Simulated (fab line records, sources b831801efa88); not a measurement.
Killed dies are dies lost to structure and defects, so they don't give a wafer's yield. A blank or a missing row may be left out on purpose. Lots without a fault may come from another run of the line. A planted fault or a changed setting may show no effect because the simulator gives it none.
Which tool did it? | flow sky130 | 12 lots, 36 wafers sampled, at 4 steps of a route of 708

WHAT THE GAUGES READ, wafer by wafer
SKY_METAL1_OVL_MEAS_16.
lot  | measured     | on         | METAL1_OVL (nm)
L075 | day 32 23:45 | overlay-01 | -16 -8 -17
L077 | day 33 11:22 | overlay-01 | 2 4 4
L079 | day 35 01:30 | overlay-02 | -5 -1 -5
L081 | day 35 03:52 | overlay-02 | -3 1 3
L083 | day 35 16:19 | overlay-02 | -1 4 2
L084 | day 36 04:45 | overlay-02 | -5 3 -4
L087 | day 36 18:31 | overlay-02 | -10 1 -8
L090 | day 38 07:25 | overlay-01 | -5 -5 2
L089 | day 38 15:04 | overlay-02 | -6 1 -3
L093 | day 38 17:46 | overlay-01 | 1 3 4
L095 | day 39 22:10 | overlay-02 | -5 -4 -2
L096 | day 40 03:09 | overlay-01 | -9 -3 -11

WHICH TOOL RAN EACH LOT (tool, then ch and the chambers of the sampled wafers, then the start)
lot  | SKY_LI_CONTACT_SPUTTER_20    | SKY_METAL1_SPUTTER_00        | SKY_METAL1_SPUTTER_02
L075 | pvd_sputter-04, day 29 08:41 | pvd_sputter-02, day 31 20:11 | pvd_sputter-02, day 31 20:14
L077 | pvd_sputter-03, day 29 19:44 | pvd_sputter-02, day 32 08:19 | pvd_sputter-02, day 32 08:21
L079 | pvd_sputter-03, day 31 13:08 | pvd_sputter-04, day 33 22:55 | pvd_sputter-04, day 33 22:58
L081 | pvd_sputter-04, day 31 14:43 | pvd_sputter-04, day 34 00:49 | pvd_sputter-04, day 34 00:52
L083 | pvd_sputter-01, day 32 05:23 | pvd_sputter-01, day 34 14:14 | pvd_sputter-01, day 34 14:17
L084 | pvd_sputter-04, day 32 17:16 | pvd_sputter-02, day 35 02:50 | pvd_sputter-02, day 35 02:53
L087 | pvd_sputter-01, day 33 08:36 | pvd_sputter-04, day 35 16:33 | pvd_sputter-04, day 35 16:35
L090 | pvd_sputter-04, day 34 22:59 | pvd_sputter-02, day 37 06:08 | pvd_sputter-02, day 37 06:11
L089 | pvd_sputter-04, day 35 05:19 | pvd_sputter-02, day 37 13:22 | pvd_sputter-02, day 37 13:25
L093 | pvd_sputter-04, day 35 09:37 | pvd_sputter-04, day 37 16:33 | pvd_sputter-04, day 37 16:36
L095 | pvd_sputter-04, day 36 13:38 | pvd_sputter-02, day 38 21:49 | pvd_sputter-02, day 38 21:52
L096 | pvd_sputter-01, day 36 19:26 | pvd_sputter-02, day 39 02:47 | pvd_sputter-02, day 39 02:50
- SKY_LI_CONTACT_SPUTTER_20: material TiN, target thk 20 nm, time 80 s.
- SKY_METAL1_SPUTTER_00: material Ti, target thk 15 nm, time 10 s.
- SKY_METAL1_SPUTTER_02: material AlCu, target thk 250 nm, time 13.3 s.

THE ANSWER, worked out from the rows above alone
Rule: what is usual is taken from the lots themselves. Put in order of their means at a reading, lots are off if they are a third of the lots or fewer, leave a main group of 4 or more, and stand apart from it by a gap of 3 or more times the standard deviation of the main group's means; of several such gaps the widest counts. A main group whose means are all the same, to the digits that the tables above print for the reading, isn't used. A lot without any number at a reading at which 4 lots or more have one is off too. The other lots that the step has rows for count as sound.
No lot is off at any reading shown: from this, nothing can be told.

WHAT THE SIMULATOR HAD PUT IN
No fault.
